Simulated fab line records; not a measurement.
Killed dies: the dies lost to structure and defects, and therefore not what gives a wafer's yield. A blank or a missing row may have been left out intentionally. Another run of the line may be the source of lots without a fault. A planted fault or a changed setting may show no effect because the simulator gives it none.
What tool caused it?	flow gf180mcu	12 lots (36 wafers sampled), 1 step of a 602-step route

== WHAT THE GAUGES SHOWED, per wafer ==
GF_V2_BOW_MEAS_05.
lot	measured	on	V2_BOW (um)
L075	day 19 11:46	film_metro-01	97 102 102
L077	day 20 10:26	film_metro-02	112 115 117
L079	day 21 12:31	film_metro-01	95 101 96
L081	day 21 22:36	film_metro-01	100 102 109
L083	day 22 14:14	film_metro-04	103 99 100
L085	day 23 07:10	film_metro-04	90 93 106
L087	day 24 06:52	film_metro-02	89 93 93
L089	day 24 18:44	film_metro-01	102 96 107
L091	day 25 08:32	film_metro-01	109 106 108
L093	day 26 05:54	film_metro-01	101 111 100
L095	day 26 14:40	film_metro-04	99 85 94
L096	day 27 07:50	film_metro-04	102 110 92

== EACH LOT AND THE TOOL THAT RAN IT (in order: tool; ch and the chambers of the sampled wafers; start) ==
The record holds no process step before these readings.

== THE ANSWER, worked out from the rows above alone ==
Rule: usual is defined by the lots themselves. Put in order of their means at a reading, lots are off if they are a third of the lots or fewer, leave a main group of 4 or more, and stand apart from it by a gap of 3 or more times the standard deviation of the main group's means; of several such gaps the widest counts. If all means in a main group match to the digits the tables above print for the reading, that group is not used. Also off: a lot with no number at a reading for which 4 or more lots have one. Any other lot the step has rows for is counted as sound.
No lot is off on any of the readings shown, so nothing can be concluded from this.

== WHAT THE SIMULATOR HAD PUT IN ==
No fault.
